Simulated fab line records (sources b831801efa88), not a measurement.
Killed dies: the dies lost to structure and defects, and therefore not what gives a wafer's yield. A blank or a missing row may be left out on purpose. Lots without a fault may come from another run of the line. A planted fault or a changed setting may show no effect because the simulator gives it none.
Which tool was responsible?    flow sfq-line    38 wafers from 13 lots sampled at 2 of the route's 325 steps

== WHAT THE GAUGES READ, wafer by wafer ==
SFQ_I2_BOW_MEAS_917. Usual: for I2_BOW the level is 1 um and the standard deviation is 9.
lot   measured      on             I2_BOW (um)   flag
L302  day 37 03:13  film-metro-01  0 -3 5        
L305  day 38 15:53  film-metro-03  13 3 -7       
L306  day 38 18:53  film-metro-01  -4 -14 0      
L307  day 38 21:32  film-metro-03  -3 2 -20      
L309  day 40 11:31  film-metro-01  5 -4 -2       
L310  day 41 01:19  film-metro-01  1 3 13        
L312  day 42 08:58  film-metro-01  -6 -8 -10     
L313  day 42 17:34  film-metro-04  -4 -8 10      
L315  day 43 05:37  film-metro-04  -13 0 5       
L319  day 44 19:17  film-metro-01  14 15 10      
L322  day 46 00:10  film-metro-04  -6 -3 -1      
L323  day 46 08:37  film-metro-04  7 2 11 - - -  
L325  day 46 19:28  film-metro-01  2 -8          

== TOOL THAT RAN EACH LOT (tool first, then ch and the chambers of the sampled wafers, then the start) ==
lot   SFQ_TRILAYER_I2_CMP_CMP_064
L302  cmp-01 ch 0,3, day 37 00:10
L305  cmp-02 ch 0,2,3, day 38 12:53
L306  cmp-02 ch 1,2,3, day 38 16:53
L307  cmp-01 ch 0,2,3, day 38 18:31
L309  cmp-02 ch 0,1,2, day 40 09:59
L310  cmp-02 ch 1,3, day 40 22:48
L312  cmp-02 ch 0,1,2, day 42 06:28
L313  cmp-02 ch 1,3, day 42 14:34
L315  cmp-02 ch 1,2, day 43 02:34
L319  cmp-01 ch 0,3, day 44 16:17
L322  cmp-01 ch 1,2, day 45 21:10
L323  cmp-02 ch 0,3, day 46 06:04
L325  cmp-02 ch 1,2, day 46 17:55
- SFQ_TRILAYER_I2_CMP_CMP_064: polishes SiO2.

== AS READ BY THE TOOLS THEMSELVES (means over the sampled wafers that have a number; for cases with no such wafer, the mark the record gives instead) ==
SFQ_TRILAYER_I2_CMP_CMP_064. Usual: edge-zone-pressure-frac 0.999, standard deviation 0.0043; motor-current-A 10.8 A, standard deviation 0.7; time-to-endpoint-s 217 s, standard deviation 7.5.
lot   tool    edge-zone-pressure-frac  motor-current-A (A)  time-to-endpoint-s (s)  flag
L302  cmp-01  0.998                    10.6                 218                     
L305  cmp-02  1.004                    10.9                 222                     
L306  cmp-02  1.000                    10.9                 226                     
L307  cmp-01  0.995                    10.8                 216                     
L309  cmp-02  0.997                    11.0                 217                     
L310  cmp-02  0.997                    11.3                 220                     
L312  cmp-02  0.998                    10.7                 221                     
L313  cmp-02  0.998                    11.2                 220                     
L315  cmp-02  1.002                    11.0                 216                     
L319  cmp-01  0.999                    10.8                 220                     
L322  cmp-01  0.999                    10.3                 210                     
L323  cmp-02  0.999                    10.9                 261                     OFF
L325  cmp-02  0.998                    10.8                 216                     

== THE ANSWER, worked out from the rows above alone ==
Rule: a lot is off if the mean of its wafers that have a number lies more than 3 standard deviations from the usual mean. A lot without any number at a reading at which 4 lots or more have one is off too. Any other lot the step has rows for is counted as sound. Order of review: gauges by route order, followed by the tools' own readings, for which a lot's mean as printed above is used. The first step at which some lot is off is used, and at that step the reading that is off furthest; a lot without a number counts as furthest.
Off, at SFQ_TRILAYER_I2_CMP_CMP_064 on time-to-endpoint-s: L323.
If a tool, at that step or one of the process steps before it, ran each lot that is off and ran no sound lot following the first of them, it fits. Not one of the candidates tried fits.

== WHAT WAS PUT IN BY THE SIMULATOR ==
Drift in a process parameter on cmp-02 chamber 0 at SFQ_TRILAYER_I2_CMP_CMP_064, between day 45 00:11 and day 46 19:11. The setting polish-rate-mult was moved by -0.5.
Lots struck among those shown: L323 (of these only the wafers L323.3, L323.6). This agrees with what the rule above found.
